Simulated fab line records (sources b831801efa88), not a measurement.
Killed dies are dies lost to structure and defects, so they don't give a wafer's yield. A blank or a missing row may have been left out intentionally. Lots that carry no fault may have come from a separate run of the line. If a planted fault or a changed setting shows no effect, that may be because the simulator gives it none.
Struck lot and sound lot, side by side | flow sky130 | 19 steps out of a route of 708
Sound: these wafers, L362.1, L362.3, L362.4. Struck: wafers L358.2, L358.3 (left out: L358.1, a lot-mate that was not struck); the cause follows at the end.
For every step that has rows: the tool of each side, followed by ch and its chambers, followed by its first start. Under that, the readings that differ: sound wafers | struck wafers | difference of the means | sigmas: that difference in standard deviations of wafers without a fault.
alike: words and numbers the same on both sides, and readings whose means are apart by under 2 such deviations; not compared: readings that were withheld, readings missing a value for some wafer, numbers with overlapping values and no deviation given by the record, and bounds like >300 which may hide the same value.
A row with sigmas, a row that says differs or no value, or rows on one side alone: a step with any of these is where the two part. When numbers do not overlap yet have no deviation, they are printed without sigmas and do not part them. Lack of a reading on every wafer of one side parts them only where that side has two or more wafers.

first, 1 step without rows for these wafers: SKY_POLY_CUT_DEVELOP_07 (develop time 60 s).
SKY_POLY_CUT_CD_MEAS_08: the cd target is 270 nm.
  sound: cd_sem-01 at day 29 13:17; struck: cd_sem-02 at day 28 01:44
  alike: cd_nm
SKY_POLY_CUT_OVL_MEAS_09:
  sound: overlay-01 at day 29 13:25; struck: overlay-01 at day 28 01:52
  alike: POLY_CUT_OVL
SKY_POLY_CUT_ETCH_10: etches BARC in N2/H2, stops on SiO2, time 45.9 s, target depth 60 nm.
  sound on rie_diel-04 ch 0,1,3, day 29 13:27; struck on rie_diel-04 ch 1,2, day 28 01:54
  alike: drypump_motor_current_A, oes_product_au, throttle_valve_pct
  not compared: rf_hours_counter_h
SKY_POLY_CUT_ETCH_11: etches Si3N4 in CF4/CH2F2/Ar, stops on poly-Si, time 42.5 s, target depth 60 nm.
  sound on rie_diel-04 ch 0,1,3, day 29 13:29; struck on rie_diel-04 ch 1,2, day 28 01:56
  alike: drypump_motor_current_A, oes_product_au, throttle_valve_pct
  not compared: rf_hours_counter_h
SKY_POLY_CUT_STRIP_12: strips in O2/N2.
  sound on plasma_asher-01 ch 0,1, day 29 13:32; struck on plasma_asher-03 ch 0,1, day 28 01:59
  alike: drypump_motor_current_A, oes_product_au, strip_time_to_endpoint_s
  not compared: rf_hours_counter_h
then, 6 steps without rows for these wafers: SKY_SD_P_DEHYDRATE_00 (time 60 s); SKY_SD_P_HMDS_01 (prime time 60 s); SKY_SD_P_COAT_02 (resist thk 1140 nm); SKY_SD_P_SOFTBAKE_03 (time 60 s); SKY_SD_P_EXPOSE_04 (exposes mask PSDM, target cd 380 nm); SKY_SD_P_PEB_05.
SKY_SD_P_DEVELOP_06: develop time 60 s.
  sound on litho_track-02 ch 0, day 30 17:14; struck on litho_track-03 ch 0, day 29 06:02
  alike: chill_plate_temp_C, exhaust_pa
SKY_SD_P_CD_MEAS_07: the cd target is 380 nm.
  sound: cd_sem-01 at day 30 17:23; struck: cd_sem-02 at day 29 06:11
  reading    | sound             | struck | difference                    | sigmas
  cd_nm (nm) | 378.0 378.5 379.6 | - -    | no value on the struck wafers |
SKY_SD_P_OVL_MEAS_08:
  sound: overlay-01 at day 30 17:30; struck: overlay-02 at day 29 06:19
  reading       | sound         | struck | difference                    | sigmas
  SD_P_OVL (nm) | -1.7 -0.5 0.8 | - -    | no value on the struck wafers |
then, 1 step without rows for these wafers: SKY_SD_P_IMPLANT_09.
SKY_SD_P_STRIP_10: strips in O2/N2.
  sound on plasma_asher-02 ch 0,1, day 30 17:41; struck on plasma_asher-04 ch 0,1, day 29 06:30
  alike: drypump_motor_current_A, oes_product_au, strip_time_to_endpoint_s
  not compared: rf_hours_counter_h
SKY_SD_P_TW_MEAS_11:
  sound: film_metro-02 at day 30 17:47; struck: film_metro-02 at day 29 06:36
  reading | sound          | struck | difference | sigmas
  SD_P_TW | 2832 2827 2827 | 30 30  | -2799      | -99 or more
then, 1 step without rows for these wafers: SKY_RES_XHIGH_DEHYDRATE_00 (time 60 s).

== WHERE THEY PART ==
At SKY_SD_P_CD_MEAS_07 first; at SKY_SD_P_TW_MEAS_11 last (within this record only).

WHY: what the simulator had put in
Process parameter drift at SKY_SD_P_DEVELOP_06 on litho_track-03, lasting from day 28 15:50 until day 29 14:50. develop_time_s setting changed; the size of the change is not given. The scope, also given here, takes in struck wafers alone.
